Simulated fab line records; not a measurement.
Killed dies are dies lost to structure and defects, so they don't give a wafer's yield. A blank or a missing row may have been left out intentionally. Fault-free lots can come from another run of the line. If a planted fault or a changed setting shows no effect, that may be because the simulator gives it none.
Struck lot and sound lot, side by side + flow sky130 + 23 out of 708 route steps
Sound: the wafers L854.1, L854.2, L854.3. Struck: wafers L857.2, L857.3, L857.5. At the end, the cause is stated.
Per side, at each step with rows, come the tool, then ch with its chambers, and then its first start. Under that, the readings that differ: sound wafers + struck wafers + difference of the means + sigmas: that difference in standard deviations of wafers without a fault.
alike: same words and numbers on both sides, and readings whose means sit less than 2 such deviations apart. not compared: any withheld reading, any reading some wafer has no value for, any bound like >300 that may hide the same value, and any number with overlapping values for which the record gives no deviation.
Wherever a step has rows on one side only, a row that says differs or no value, or a row with sigmas, the two part there. Non-overlapping numbers with no deviation appear without sigmas and do not part them. Lack of a reading on every wafer of one side parts them only where that side has two or more wafers.

first, 6 steps without rows for these wafers: SKY_RES_XHIGH_COAT_02 (resist thk 1140 nm); SKY_RES_XHIGH_SOFTBAKE_03 (time 60 s); SKY_RES_XHIGH_EXPOSE_04 (exposes mask URPM, target cd 1270 nm); SKY_RES_XHIGH_PEB_05; SKY_RES_XHIGH_DEVELOP_06 (develop time 60 s); SKY_RES_XHIGH_IMPLANT_07.
SKY_RES_XHIGH_STRIP_08: strips in O2/N2.
  sound on plasma asher-03 ch 0,1, day 30 21:41; struck on plasma asher-04 ch 0,1, day 31 22:42
  alike: drypump motor current A, oes product au, strip time to endpoint s
  not compared: rf hours counter h
SKY_RES_XHIGH_TW_MEAS_09:
  struck on film metro-02, day 31 22:49; sound on film metro-04, day 30 21:47
  alike: RES_XHIGH_TW
then, 4 steps without rows for these wafers: SKY_SD_N_DEHYDRATE_00 (time 60 s); SKY_SD_N_HMDS_01 (prime time 60 s); SKY_SD_N_COAT_02 (resist thk 1140 nm); SKY_SD_N_SOFTBAKE_03 (time 60 s).
SKY_SD_N_EXPOSE_04: exposes mask NSDM, target cd 380 nm.
  sound on iline stepper-02 ch 0, day 31 12:13; struck on iline stepper-01 ch 0, day 32 12:11
| reading | sound                | struck               | difference | sigmas |
|---------|----------------------|----------------------|------------|--------|
| mask    | NSDM#0 NSDM#0 NSDM#0 | URPM#0 URPM#0 URPM#0 | differs    |        |
then, 2 steps without rows for these wafers: SKY_SD_N_PEB_05; SKY_SD_N_DEVELOP_06 (develop time 60 s).
SKY_SD_N_CD_MEAS_07: target cd 380 nm.
  struck on cd sem-02, day 33 00:25; sound on cd sem-01, day 32 01:35
| reading    | sound             | struck | difference                    | sigmas |
|------------|-------------------|--------|-------------------------------|--------|
| cd nm (nm) | 380.4 377.0 377.9 | - - -  | no value on the struck wafers |        |
SKY_SD_N_OVL_MEAS_08:
  struck on overlay-01, day 33 00:31; sound on overlay-01, day 32 01:43
| reading       | sound         | struck | difference                    | sigmas |
|---------------|---------------|--------|-------------------------------|--------|
| SD_N_OVL (nm) | -1.0 -1.4 0.9 | - - -  | no value on the struck wafers |        |
then, 2 steps without rows for these wafers: SKY_SD_N_IMPLANT_09; SKY_SD_N_IMPLANT_10.
SKY_SD_N_STRIP_11: strips in O2/N2.
  sound on plasma asher-01 ch 0,1, day 32 02:03; struck on plasma asher-03 ch 0,1, day 33 00:51
  alike: drypump motor current A, oes product au, strip time to endpoint s
  not compared: rf hours counter h
SKY_SD_N_TW_MEAS_12:
  struck on film metro-04, day 33 00:58; sound on film metro-04, day 32 02:09
| reading | sound          | struck   | difference | sigmas      |
|---------|----------------|----------|------------|-------------|
| SD_N_TW | 3990 3991 4003 | 30 30 30 | -3965      | -99 or more |
then, 1 step without rows for these wafers: SKY_SD_N_CLEAN_13 (cleans in SC1/SC2, time 150 s).
-- the record jumps here: 16 days lie between the struck wafers' starts before and after (it left off in module SD_N and takes up again in module PAD_OPEN, whose first step shown is number 708 of the route) --
SKY_PAD_OPEN_PROBE_99:
  struck on prober-01, day 49 06:58; sound on prober-02, day 48 18:42
| reading             | sound    | struck      | difference | sigmas |
|---------------------|----------|-------------|------------|--------|
| killed at front end | 17 14 9  | 424 413 424 | +407       | +90    |
| killed dies         | 83 86 78 | 492 492 492 | +410       | +43    |
| killed on rim       | 19 19 12 | 96 96 96    | +79        | +21    |
  alike: killed_at_M0_to_M3, killed_at_M4_up, killed at contacts, killed at other, killed open, killed short

== WHERE THEY PART ==
Earliest at SKY_SD_N_EXPOSE_04; latest, in this record, at SKY_PAD_OPEN_PROBE_99.

WHY: what the simulator had put in
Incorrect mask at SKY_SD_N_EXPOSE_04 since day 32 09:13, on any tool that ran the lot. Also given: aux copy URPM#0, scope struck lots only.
